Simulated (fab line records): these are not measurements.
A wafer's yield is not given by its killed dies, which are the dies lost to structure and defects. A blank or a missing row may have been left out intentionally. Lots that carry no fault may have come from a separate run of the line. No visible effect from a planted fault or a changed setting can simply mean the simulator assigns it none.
Which tool is to blame? ; flow sky130 ; 6 lots with 18 wafers sampled at 2 steps, on a route of 708 steps

== WHAT THE GAUGES SHOWED, per wafer ==
SKY_VIA1_THK_MEAS_01.
lot;measured;on;VIA1_HDPCVD_THK (nm)
L532;day 33 11:31;film-metro-04;992 1028 1035
L535;day 34 12:32;film-metro-04;1036 1029 1022
L534;day 34 15:27;film-metro-01;1027 1036 1027
L536;day 35 21:24;film-metro-02;1053 1049 1043
L538;day 36 15:34;film-metro-02;1003 1045 1004
L550;day 39 05:56;film-metro-02;1282 1030 1048

== TOOL THAT RAN EACH LOT (tool first, then ch and the chambers of the sampled wafers, then the start) ==
lot;SKY_VIA1_HDPCVD_00
L532;hdpcvd-01 ch 0,1,2, day 33 11:23
L535;hdpcvd-02 ch 0,1,2, day 34 12:25
L534;hdpcvd-02 ch 0,1,2, day 34 15:20
L536;hdpcvd-01 ch 0,1, day 35 21:17
L538;hdpcvd-01 ch 1,2, day 36 15:26
L550;hdpcvd-02 ch 0,1, day 39 05:49
- SKY_VIA1_HDPCVD_00: deposits SiO2, target thk 1030 nm, time 171.7 s.

== THE ANSWER, worked out from the rows above alone ==
Rule: the usual values come from the lots themselves. Put in order of their means at a reading, lots are off if they are a third of the lots or fewer, leave a main group of 4 or more, and stand apart from it by a gap of 3 or more times the standard deviation of the main group's means; of several such gaps the widest counts. A main group whose means are all the same, to the digits that the tables above print for the reading, isn't used. Also off: a lot with no number at a reading for which 4 or more lots have one. Where the step has rows for the other lots, those lots are counted as sound.
Off: at SKY_VIA1_THK_MEAS_01 (VIA1_HDPCVD_THK), L550. The main group has a mean of 1029 nm with a standard deviation of 11.
If a tool, at a process step before that reading, ran all the lots that are off and no sound lot after the first of them, it fits. Those tools and the gauges at SKY_VIA1_THK_MEAS_01 are tried in the same way. This does not decide it: 2 tools fit, namely hdpcvd-02 at SKY_VIA1_HDPCVD_00 and film-metro-02 at SKY_VIA1_THK_MEAS_01.

== WHAT THE SIMULATOR PUT IN ==
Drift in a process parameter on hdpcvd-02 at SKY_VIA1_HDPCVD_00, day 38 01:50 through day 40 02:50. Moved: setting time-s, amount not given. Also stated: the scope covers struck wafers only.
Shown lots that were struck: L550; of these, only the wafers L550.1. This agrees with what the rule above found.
